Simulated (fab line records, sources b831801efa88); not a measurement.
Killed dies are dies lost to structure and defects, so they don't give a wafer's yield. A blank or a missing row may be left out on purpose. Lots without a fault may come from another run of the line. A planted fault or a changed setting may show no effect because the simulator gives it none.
Chamber matching | flow sfq_line | SFQ_TRILAYER_L0_VIA_ETCH_VIA_ETCH_016 on rie_diel-04: 3 sister chambers
The step etches SiO2 in CHF3, stops on MoNx KI, target depth 80 nm. 6 wafers are shown with their chamber, then 3 later ones without.

WAFERS WITH THEIR CHAMBER
wafer  | chamber | drypump_motor_current_A (A) | oes_product_au (a.u.)
L470.1 | 3       | 5.81                        | 0.836
L473.6 | 3       | 5.79                        | 0.837
L476.2 | 2       | 5.75                        | 0.838
L476.5 | 2       | 5.74                        | 0.852
L478.3 | 0       | 5.73                        | 0.848
L478.5 | 0       | 5.72                        | 0.860

WAFERS WITHOUT THEIR CHAMBER
wafer  | drypump_motor_current_A (A) | oes_product_au (a.u.)
L482.2 | 5.78                        | 0.839
L482.6 | 5.68                        | 0.850
L492.1 | 5.79                        | 0.814

WHICH CHAMBER EACH WENT THROUGH
wafer  | from the rows above     | in truth
L482.2 | can't be placed: 3 or 2 | 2
L482.6 | 0                       | 0
L492.1 | 3                       | 3
Placed correctly: 2 of 3. Can't be placed from these rows: 1 (the true chamber is among the candidates in 1). Placed wrongly: 0.
How it was worked out, from the rows above alone: a wafer's distance from a chamber is the root of the sum, over the readings, of the square of ((its reading less the chamber's mean) divided by the reading's scatter). The wafer belongs to the nearest chamber; if the next one is less than 2 further off, it can't be placed. A chamber's mean is the mean of its shown wafers. The scatter: the root of (the sum of the squares of (reading less its chamber's mean) over the shown wafers, divided by (wafers less chambers)).
